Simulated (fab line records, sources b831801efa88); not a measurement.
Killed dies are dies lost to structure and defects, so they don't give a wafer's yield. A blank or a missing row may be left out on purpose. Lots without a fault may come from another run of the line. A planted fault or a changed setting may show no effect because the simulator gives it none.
Which tool did it? | flow gf180mcu | 14 lots, 42 wafers sampled, at 4 steps of a route of 602

WHAT THE GAUGES READ, wafer by wafer
GF_STI_THK_MEAS_22.
lot  | measured    | on            | STI_OXIDATION_01_THK (nm)
L951 | day 2 03:04 | film_metro-02 | 15.59 15.70 15.52
L952 | day 2 10:36 | film_metro-03 | 15.28 15.49 15.50
L954 | day 2 19:22 | film_metro-03 | 15.11 15.25 15.13
L955 | day 3 00:13 | film_metro-02 | 14.88 14.78 14.77
L956 | day 3 07:05 | film_metro-02 | 14.85 14.85 15.02
L957 | day 3 12:27 | film_metro-02 | 14.55 14.96 15.01
L958 | day 3 16:28 | film_metro-02 | 14.79 15.04 14.77
L959 | day 3 23:43 | film_metro-03 | 14.84 15.03 14.95
L960 | day 4 03:18 | film_metro-02 | 14.70 14.82 14.74
L961 | day 4 06:54 | film_metro-03 | 14.82 14.63 14.87
L962 | day 4 16:04 | film_metro-03 | 14.89 14.93 14.84
L968 | day 5 18:28 | film_metro-03 | 14.93 14.94 14.98
L969 | day 6 02:54 | film_metro-03 | 14.43 14.55 14.96
L973 | day 6 21:20 | film_metro-02 | 14.44 14.60 14.57

GF_VT_IMPLANT_OVL_MEAS_18.
lot  | measured     | on         | VT_IMPLANT_01_OVL (nm)
L951 | day 6 01:22  | overlay-02 | -0.3 0.6 -1.2
L952 | day 6 10:10  | overlay-02 | 1.8 2.0 3.4
L954 | day 6 21:15  | overlay-01 | -1.5 -1.1 -0.3
L955 | day 7 06:34  | overlay-01 | 0.1 2.4 1.8
L956 | day 7 14:32  | overlay-02 | -0.5 -0.6 0.7
L957 | day 8 00:28  | overlay-01 | 0.1 -0.2 0.8
L958 | day 8 04:52  | overlay-01 | 1.6 1.6 3.0
L959 | day 8 08:49  | overlay-01 | -0.2 -0.8 -0.1
L960 | day 8 13:43  | overlay-01 | -0.1 3.1 0.0
L961 | day 8 18:43  | overlay-02 | 1.9 0.5 1.4
L962 | day 9 05:40  | overlay-02 | 1.3 0.4 0.4
L968 | day 10 16:27 | overlay-02 | -0.1 -0.7 1.9
L969 | day 11 03:10 | overlay-01 | 2.0 1.3 1.3
L973 | day 12 01:55 | overlay-01 | 0.5 1.6 0.5

GF_HV_LDD_TW_MEAS_50.
lot  | measured     | on            | HV_LDD_4_TW
L951 | day 12 01:32 | film_metro-01 | 559 562 561
L952 | day 12 11:23 | film_metro-01 | 556 561 557
L954 | day 13 03:59 | film_metro-04 | 569 567 566
L955 | day 13 14:01 | film_metro-04 | 566 564 568
L956 | day 14 03:36 | film_metro-01 | 558 558 561
L957 | day 14 12:50 | film_metro-04 | 562 564 562
L958 | day 14 21:52 | film_metro-01 | 560 559 564
L959 | day 15 02:47 | film_metro-04 | 568 564 565
L960 | day 15 09:35 | film_metro-04 | 564 566 563
L961 | day 15 14:18 | film_metro-04 | 564 564 564
L962 | day 16 04:23 | film_metro-01 | 560 560 561
L968 | day 18 01:22 | film_metro-01 | 562 559 558
L969 | day 18 16:11 | film_metro-04 | 567 561 567
L973 | day 19 19:59 | film_metro-03 | 569 569 565

WHICH TOOL RAN EACH LOT (tool, then ch and the chambers of the sampled wafers, then the start)
lot  | GF_POLY_GATE_ETCH_13
L951 | rie_si-01 ch 0,2,3, day 8 23:04
L952 | rie_si-01 ch 1,2, day 9 06:14
L954 | rie_si-01 ch 1,2, day 9 20:59
L955 | rie_si-02 ch 1,3, day 10 05:56
L956 | rie_si-01 ch 1,2, day 10 17:10
L957 | rie_si-02 ch 0,1, day 11 02:11
L958 | rie_si-02 ch 0,2,3, day 11 09:47
L959 | rie_si-02 ch 0,1,2, day 11 13:45
L960 | rie_si-02 ch 0,1,2, day 11 19:14
L961 | rie_si-02 ch 0,1,2, day 12 00:42
L962 | rie_si-01 ch 0,1,3, day 12 11:46
L968 | rie_si-01 ch 1,2,3, day 14 06:07
L969 | rie_si-01 ch 0,1,3, day 14 19:01
L973 | rie_si-02 ch 1,2,3, day 15 20:58
- GF_POLY_GATE_ETCH_13: etches poly-Si in HBr/Cl2, stops on SiO2, target depth 198.5 nm, time 69.6 s.

WHAT THE TOOLS THEMSELVES READ (means of the sampled wafers that have a number; where no wafer has one, the mark that the record gives instead)
GF_POLY_GATE_ETCH_13.
lot  | tool      | drypump_motor_current_A (A) | oes_product_au (a.u.) | rf_fwd_power_W (W) | throttle_valve_pct (%)
L951 | rie_si-01 | 5.5                         | 0.986                 | 397.3              | 33.682
L952 | rie_si-01 | 6.4                         | 0.977                 | 397.4              | 33.672
L954 | rie_si-01 | 6.4                         | 0.989                 | 397.3              | 33.689
L955 | rie_si-02 | 6.0                         | 0.991                 | 397.1              | 33.683
L956 | rie_si-01 | 6.4                         | 0.986                 | 397.0              | 33.675
L957 | rie_si-02 | 6.3                         | 0.994                 | 395.7              | 33.680
L958 | rie_si-02 | 6.0                         | 0.985                 | 396.0              | 33.678
L959 | rie_si-02 | 6.3                         | 0.992                 | 396.1              | 33.683
L960 | rie_si-02 | 6.4                         | 0.985                 | 395.8              | 33.684
L961 | rie_si-02 | 6.4                         | 0.992                 | 396.3              | 33.697
L962 | rie_si-01 | 5.5                         | 0.991                 | 399.2              | 33.693
L968 | rie_si-01 | 5.9                         | 0.942                 | 332.4              | 33.697
L969 | rie_si-01 | 5.5                         | 0.941                 | 332.2              | 33.681
L973 | rie_si-02 | 6.0                         | 0.986                 | 395.4              | 33.688

THE ANSWER, worked out from the rows above alone
Rule: what is usual is taken from the lots themselves. Put in order of their means at a reading, lots are off if they are a third of the lots or fewer, leave a main group of 4 or more, and stand apart from it by a gap of 3 or more times the standard deviation of the main group's means; of several such gaps the widest counts. A main group whose means are all the same, to the digits that the tables above print for the reading, isn't used. A lot without any number at a reading at which 4 lots or more have one is off too. The other lots that the step has rows for count as sound. The gauges are gone through in route order, then the tools' own readings, and for those a lot's mean is taken as printed above. The first step at which some lot is off is used, and at that step the reading that is off furthest; a lot without a number counts as furthest.
Off: L968, L969, at GF_POLY_GATE_ETCH_13 (rf_fwd_power_W). The main group: mean 396.7 W, standard deviation 1.
A tool fits if, at that step or a process step before it, it ran every lot that is off, and no sound lot after the first of them. One fits: rie_si-01 at GF_POLY_GATE_ETCH_13. Its last sound lot is L962 (day 12 11:46), its first lot that is off L968 (day 14 06:07): a fault that began between those two fits.
The tool's own readings at GF_POLY_GATE_ETCH_13 bear it out: on the lots that are off they differ by more than 5 times the standard deviation of the sound lots' means. oes_product_au reads 0.942 a.u. there against 0.988 a.u. on the sound lots; rf_fwd_power_W reads 332.3 W there against 396.7 W on the sound lots.

WHAT THE SIMULATOR HAD PUT IN
Process parameter drift: rie_si-01, from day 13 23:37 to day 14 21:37, at GF_POLY_GATE_ETCH_13. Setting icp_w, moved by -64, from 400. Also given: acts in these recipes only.
Lots struck among those shown: L968, L969. The rule above found the same.
